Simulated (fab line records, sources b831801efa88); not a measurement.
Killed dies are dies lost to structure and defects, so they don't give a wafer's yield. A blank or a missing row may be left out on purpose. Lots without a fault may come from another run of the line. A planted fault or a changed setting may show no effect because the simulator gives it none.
Split-lot experiment | flow sfq_line | 5 lots, 23 wafers read, on a route of 325 steps

THE SPLIT
At SFQ_TRILAYER_M4_LITHO_COAT_093 (resist thk 600 nm), the setting resist_thk_nm was moved away from the recipe's 600 nm on 6 of the 23 wafers read, by -4.9% to +3.8%. The other wafers ran this setting at the recipe's value.

FROM THE SPLIT TO THE READING: what the file shows between them, 4 steps
- SFQ_TRILAYER_M4_LITHO_SOFTBAKE_097
- SFQ_TRILAYER_M4_LITHO_EXPOSE_094: exposes mask M4, target cd 500 nm
- SFQ_TRILAYER_M4_LITHO_DEVELOP_095: time 60 s
- SFQ_TRILAYER_M4_BARC_OPEN_METAL_ETCH_123: etches BARC in O2, target depth 125 nm, time 41.7 s

THE READING
KrF_of_TRILAYER_M4_LITHO_COAT_093.thk_nm (the simulator's own value, which no gauge read), in nm, at SFQ_TRILAYER_M4_ETCH_METAL_ETCH_096 (etches Nb in Cl2/Ar, stops on SiO2, target depth 240 nm, time 120 s). The file gives no usual value for it. The 17 wafers here that ran the recipe average 385.8 nm, standard deviation 7 nm.

wafer  | tool, chamber at the split | resist_thk_nm as run, nm | against the recipe | KrF_of_TRILAYER_M4_LITHO_COAT_093.thk_nm, nm | against lot-mates on the recipe
L075.1 | litho_track-01, 0          | 600                      | recipe             | 382.9                                        | -
L075.2 | litho_track-01, 0          | 622.7                    | +3.8%              | 395.6                                        | +16.7
L075.3 | litho_track-01, 0          | 600                      | recipe             | 382.3                                        | -
L075.4 | litho_track-01, 0          | 600                      | recipe             | 371.6                                        | -
L075.6 | litho_track-01, 0          | 622.7                    | +3.8%              | 395.3                                        | +16.4
L078.2 | litho_track-02, 0          | 570.7                    | -4.9%              | 352.3                                        | -34.0
L078.3 | litho_track-02, 0          | 600                      | recipe             | 382.4                                        | -
L078.4 | litho_track-02, 0          | 600                      | recipe             | 388.4                                        | -
L078.5 | litho_track-02, 0          | 570.7                    | -4.9%              | 352.7                                        | -33.6
L078.6 | litho_track-02, 0          | 600                      | recipe             | 388.2                                        | -
L080.1 | litho_track-02, 0          | 600                      | recipe             | 387.5                                        | -
L080.3 | litho_track-02, 0          | 600                      | recipe             | 382.2                                        | -
L080.4 | litho_track-02, 0          | 600                      | recipe             | 388.5                                        | -
L083.1 | litho_track-03, 0          | 600                      | recipe             | 395.6                                        | -
L083.2 | litho_track-03, 0          | 600                      | recipe             | 386.2                                        | -
L083.3 | litho_track-03, 0          | 600                      | recipe             | 396.3                                        | -
L083.4 | litho_track-03, 0          | 600                      | recipe             | 398.7                                        | -
L083.5 | litho_track-03, 0          | 600                      | recipe             | 385.4                                        | -
L084.1 | litho_track-03, 0          | 619.9                    | +3.3%              | 406.8                                        | +26.3
L084.2 | litho_track-03, 0          | 619.9                    | +3.3%              | 402.3                                        | +21.8
L084.3 | litho_track-03, 0          | 600                      | recipe             | 387.9                                        | -
L084.5 | litho_track-03, 0          | 600                      | recipe             | 373                                          | -
L084.6 | litho_track-03, 0          | 600                      | recipe             | 380.7                                        | -

THE FIT
A straight line over all 23 wafers: KrF_of_TRILAYER_M4_LITHO_COAT_093.thk_nm changes by +5.38 nm for each +1% of resist_thk_nm; r = +0.85; the points scatter about the line by 7.3 nm.
The same after taking each lot's own level away (the mean of its wafers on the recipe; 23 wafers): +6.28 nm for each +1%; r = +0.94; scatter 5.1 nm.
On that fit, the largest move of resist_thk_nm shifts the reading by 31 nm.
The lots' own levels span 378.93 to 392.44 nm, that is 1.9 times the standard deviation above.
So the lot-to-lot level changes the slope: the two fits differ.
Check: with one of the wafers moved furthest among these (-4.9%) left out of the fit, the line predicts -30.1 nm for it against its lot-mates. It came out at -34 nm against them.

OTHER SPLITS ON THESE WAFERS
These wafers also went through other splits before the reading. Each is held against what the fit with the lots' levels taken away leaves over:
other split on the same wafers                            | wafers away from the commonest value | r with KrF_of_TRILAYER_M4_LITHO_COAT_093.thk_nm (lot level and that fit taken away)
SFQ_TRILAYER_I1_VIA_LITHO_EXPOSE_050 dose_mj              | 5                                    | +0.13
SFQ_TRILAYER_M2_DEP_SPUTTER_055 time_s                    | 7                                    | +0.06
SFQ_TRILAYER_M2_LITHO_COAT_057 resist_thk_nm              | 4                                    | +0.48
SFQ_TRILAYER_M2_BARC_OPEN_METAL_ETCH_077 time_s           | 8                                    | -0.21
SFQ_TRILAYER_I2_VIA_BARC_OPEN_VIA_ETCH_096 time_s         | 9                                    | +0.00
SFQ_TRILAYER_M3_LITHO_COAT_080 spin_rpm                   | 10                                   | -0.34
SFQ_TRILAYER_I3_VIA_LITHO_COAT_085 resist_thk_nm          | 6                                    | +0.05
SFQ_TRILAYER_I3_VIA_BARC_OPEN_VIA_ETCH_121 pressure_mtorr | 15                                   | +0.20

THE WHOLE CHAIN: every reading that the file lists as answering this split, in the file's order
step                                     | what it does                                                        | reading                                                                                   | change (the file's fit)              | r (the file's)
SFQ_TRILAYER_M4_LITHO_COAT_093           | resist thk 600 nm                                                   | KrF_of_TRILAYER_M4_LITHO_COAT_093.thk_nm (the simulator's own value, which no gauge read) | +6.05 nm for each +1% of the setting | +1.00
SFQ_TRILAYER_M4_BARC_OPEN_METAL_ETCH_123 | etches BARC in O2, target depth 125 nm, time 41.7 s                 | KrF_of_TRILAYER_M4_LITHO_COAT_093.thk_nm (the simulator's own value, which no gauge read) | +6.13 nm for each +1% of the setting | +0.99
SFQ_TRILAYER_M4_ETCH_METAL_ETCH_096      | etches Nb in Cl2/Ar, stops on SiO2, target depth 240 nm, time 120 s | KrF_of_TRILAYER_M4_LITHO_COAT_093.thk_nm (the simulator's own value, which no gauge read) | +6.25 nm for each +1% of the setting | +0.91

THE FILE'S OWN FIT
KrF_of_TRILAYER_M4_LITHO_COAT_093.thk_nm changes by +6.25 nm for each +1% of resist_thk_nm, r = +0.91.
